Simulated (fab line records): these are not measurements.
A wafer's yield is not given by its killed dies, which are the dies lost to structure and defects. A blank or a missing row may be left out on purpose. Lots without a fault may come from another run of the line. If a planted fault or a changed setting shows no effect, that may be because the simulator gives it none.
Matching of chambers | flow gf180mcu | pecvd-04 running GF_PASSIVATION_CVD_02: 3 sister chambers
The step deposits Si3N4, target thk 700 nm, time 486.18 s. 6 wafers are shown with their chamber, then 10 later ones without.

WAFERS, EACH WITH ITS CHAMBER
wafer  | chamber | heater_power_w (W) | rf_fwd_power_W (W)
L172.2 | 0       | 758                | 462.8
L173.1 | 0       | 747                | 460.0
L176.4 | 1       | 755                | 462.2
L176.5 | 2       | 579                | 461.1
L177.3 | 2       | 625                | 461.0
L177.4 | 1       | 663                | 461.2

WAFERS MISSING THEIR CHAMBER
wafer  | heater_power_w (W) | rf_fwd_power_W (W)
L177.6 | 657                | 463.0
L181.2 | 670                | 459.7
L181.5 | 672                | 461.8
L181.6 | 660                | 461.2
L184.1 | 637                | 460.3
L184.2 | 695                | 462.4
L184.5 | 692                | 462.9
L185.1 | 737                | 462.3
L185.2 | 662                | 462.0
L185.4 | 755                | 461.3

WHICH CHAMBER EACH WENT THROUGH
wafer  | from the rows above          | in truth
L177.6 | can't be placed: 1 or 2 or 0 | 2
L181.2 | can't be placed: 1 or 2 or 0 | 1
L181.5 | can't be placed: 1 or 2 or 0 | 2
L181.6 | can't be placed: 1 or 2 or 0 | 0
L184.1 | can't be placed: 2 or 1 or 0 | 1
L184.2 | can't be placed: 1 or 0 or 2 | 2
L184.5 | can't be placed: 1 or 0 or 2 | 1
L185.1 | can't be placed: 1 or 0      | 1
L185.2 | can't be placed: 1 or 2 or 0 | 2
L185.4 | can't be placed: 0 or 1      | 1
Placed correctly: 0 of 10. Not placeable from these rows: 10 (in 10, the candidates include the true chamber). Wrongly placed: 0.
How it was worked out, from the rows above alone: a wafer's distance from a chamber is the root of the sum, over the readings, of the square of ((its reading less the chamber's mean) divided by the reading's scatter). If the next closest chamber is less than 2 further off than the closest, the wafer can't be placed; otherwise it belongs to the closest. A chamber's mean is the mean of its shown wafers. How the scatter is found: for the shown wafers, subtract from each reading the mean of its chamber, square and add these, divide the total by (wafers less chambers), then take the root.
